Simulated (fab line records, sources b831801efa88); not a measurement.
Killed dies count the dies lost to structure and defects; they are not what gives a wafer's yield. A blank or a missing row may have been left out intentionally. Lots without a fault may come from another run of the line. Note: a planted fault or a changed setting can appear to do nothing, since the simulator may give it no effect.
Check of tool commonality :: flow sky130 :: 33 wafers sampled across 11 lots

== REASON IT WAS OPENED ==
Of 11 lots, 2 have the reading SD_P_TW flagged at SKY_SD_P_TW_MEAS_11. Fault-free wafers read 2820, with a standard deviation of 27.
Rule: a lot gets a flag if all its wafers with a number sit over 4 standard deviations from that mean, or if no wafer of it has a number. The rest of the lots are taken to be sound.

lot: L396
measured: day 26 19:52
on: film-metro-04
SD_P_TW, wafer by wafer: 2849 2843 2849
flag: 

lot: L394
measured: day 26 20:11
on: film-metro-03
SD_P_TW, wafer by wafer: 2784 2780 2794
flag: 

lot: L393
measured: day 26 20:20
on: film-metro-02
SD_P_TW, wafer by wafer: 2826 2843 2833
flag: 

lot: L399
measured: day 28 06:53
on: film-metro-03
SD_P_TW, wafer by wafer: 2804 2811 2799
flag: 

lot: L400
measured: day 28 09:20
on: film-metro-03
SD_P_TW, wafer by wafer: 2790 2804 2812
flag: 

lot: L401
measured: day 28 18:31
on: film-metro-04
SD_P_TW, wafer by wafer: 2863 2862 2864
flag: 

lot: L403
measured: day 33 17:59
on: film-metro-03
SD_P_TW, wafer by wafer: 2781 2791 2791
flag: 

lot: L410
measured: day 33 19:23
on: film-metro-02
SD_P_TW, wafer by wafer: 2813 2825 2824
flag: 

lot: L412
measured: day 33 20:53
on: film-metro-04
SD_P_TW, wafer by wafer: 3056 3054 3042
flag: FLAGGED

lot: L407
measured: day 33 21:59
on: film-metro-04
SD_P_TW, wafer by wafer: 3049 3048 3071
flag: FLAGGED

lot: L414
measured: day 33 22:49
on: film-metro-04
SD_P_TW, wafer by wafer: 2845 2839 2849
flag: 
The mean of the flagged lots' numbers is 3053, +233 from the usual (+9 standard deviations).

== EACH LOT AND THE TOOL IT RAN ON ==
Before the reading, the record contains 2 process steps out of a 708-step route. Read each cell as the tool, then ch plus the chambers that the sampled wafers visited, then the start.
lot: L396
flag: 
SKY_SD_P_IMPLANT_09: implanter-02 ch 0, day 26 19:37
SKY_SD_P_STRIP_10: plasma-asher-04 ch 0, day 26 19:46

lot: L394
flag: 
SKY_SD_P_IMPLANT_09: implanter-02 ch 0, day 26 19:58
SKY_SD_P_STRIP_10: plasma-asher-02 ch 0,1, day 26 20:06

lot: L393
flag: 
SKY_SD_P_IMPLANT_09: implanter-02 ch 0, day 26 20:06
SKY_SD_P_STRIP_10: plasma-asher-02 ch 0,1, day 26 20:13

lot: L399
flag: 
SKY_SD_P_IMPLANT_09: implanter-03 ch 0, day 28 06:37
SKY_SD_P_STRIP_10: plasma-asher-04 ch 0,1, day 28 06:44

lot: L400
flag: 
SKY_SD_P_IMPLANT_09: implanter-03 ch 0, day 28 09:05
SKY_SD_P_STRIP_10: plasma-asher-04 ch 0,1, day 28 09:14

lot: L401
flag: 
SKY_SD_P_IMPLANT_09: implanter-03 ch 0, day 28 18:19
SKY_SD_P_STRIP_10: plasma-asher-02 ch 0,1, day 28 18:25

lot: L403
flag: 
SKY_SD_P_IMPLANT_09: implanter-02 ch 0, day 33 17:44
SKY_SD_P_STRIP_10: plasma-asher-01 ch 0,1, day 33 17:53

lot: L410
flag: 
SKY_SD_P_IMPLANT_09: implanter-02 ch 0, day 33 19:08
SKY_SD_P_STRIP_10: plasma-asher-02 ch 0,1, day 33 19:17

lot: L412
flag: FLAGGED
SKY_SD_P_IMPLANT_09: implanter-03 ch 0, day 33 20:38
SKY_SD_P_STRIP_10: plasma-asher-01 ch 0,1, day 33 20:47

lot: L407
flag: FLAGGED
SKY_SD_P_IMPLANT_09: implanter-03 ch 0, day 33 21:44
SKY_SD_P_STRIP_10: plasma-asher-01 ch 0,1, day 33 21:53

lot: L414
flag: 
SKY_SD_P_IMPLANT_09: implanter-02 ch 0, day 33 22:34
SKY_SD_P_STRIP_10: plasma-asher-02 ch 0,1, day 33 22:43
What the steps here do:
- SKY_SD_P_IMPLANT_09
- SKY_SD_P_STRIP_10: strips in O2/N2.
- SKY_SD_P_TW_MEAS_11

== FLAGGED AGAINST TOTAL, ONE TOOL AT A TIME (gauges that did the reading follow at the end) ==
step: SKY_SD_P_IMPLANT_09
tool: implanter-02
lots run: 6
flagged: 0
share of the flagged lots: none
sound lots run after its first flagged lot: -

step: SKY_SD_P_IMPLANT_09
tool: implanter-03
lots run: 5
flagged: 2
share of the flagged lots: all
sound lots run after its first flagged lot: 0

step: SKY_SD_P_STRIP_10
tool: plasma-asher-01
lots run: 3
flagged: 2
share of the flagged lots: all
sound lots run after its first flagged lot: 0

step: SKY_SD_P_STRIP_10
tool: plasma-asher-02
lots run: 5
flagged: 0
share of the flagged lots: none
sound lots run after its first flagged lot: -

step: SKY_SD_P_STRIP_10
tool: plasma-asher-04
lots run: 3
flagged: 0
share of the flagged lots: none
sound lots run after its first flagged lot: -

step: SKY_SD_P_TW_MEAS_11
tool: film-metro-02
lots run: 2
flagged: 0
share of the flagged lots: none
sound lots run after its first flagged lot: -

step: SKY_SD_P_TW_MEAS_11
tool: film-metro-03
lots run: 4
flagged: 0
share of the flagged lots: none
sound lots run after its first flagged lot: -

step: SKY_SD_P_TW_MEAS_11
tool: film-metro-04
lots run: 5
flagged: 2
share of the flagged lots: all
sound lots run after its first flagged lot: 1 (L414)

== WHAT THE TABLE PERMITS ==
In the table, 3 rows ran each flagged lot (implanter-03 at SKY_SD_P_IMPLANT_09; plasma-asher-01 at SKY_SD_P_STRIP_10; film-metro-04 at SKY_SD_P_TW_MEAS_11).
- implanter-03 at SKY_SD_P_IMPLANT_09: 2 of its 5 lots flagged. Last sound lot L401 at day 28 18:19, first flagged lot L412 at day 33 20:38; a fault beginning in between fits. Its own readings (beam-on-s, dose-ions-cm2) fall more than 4 standard deviations out on all wafers of the flagged lots.
- plasma-asher-01 at SKY_SD_P_STRIP_10: 2 of its 3 lots flagged. Last sound lot L403 at day 33 17:53, first flagged lot L412 at day 33 20:47; a fault beginning in between fits. Its own readings (strip-time-to-endpoint-s) fall more than 4 standard deviations out on all wafers of the flagged lots.
- film-metro-04 at SKY_SD_P_TW_MEAS_11: 2 of its 5 lots flagged. Sound lots followed the first flagged one (L414) on it, something a lasting fault affecting the whole tool could not allow.
Counting lots can't tell these 2 tools apart, because each fits a fault that began at some hour. More lots, or a look at what each step does to the wafer, might.

== WHAT THE SIMULATOR HAD INSERTED ==
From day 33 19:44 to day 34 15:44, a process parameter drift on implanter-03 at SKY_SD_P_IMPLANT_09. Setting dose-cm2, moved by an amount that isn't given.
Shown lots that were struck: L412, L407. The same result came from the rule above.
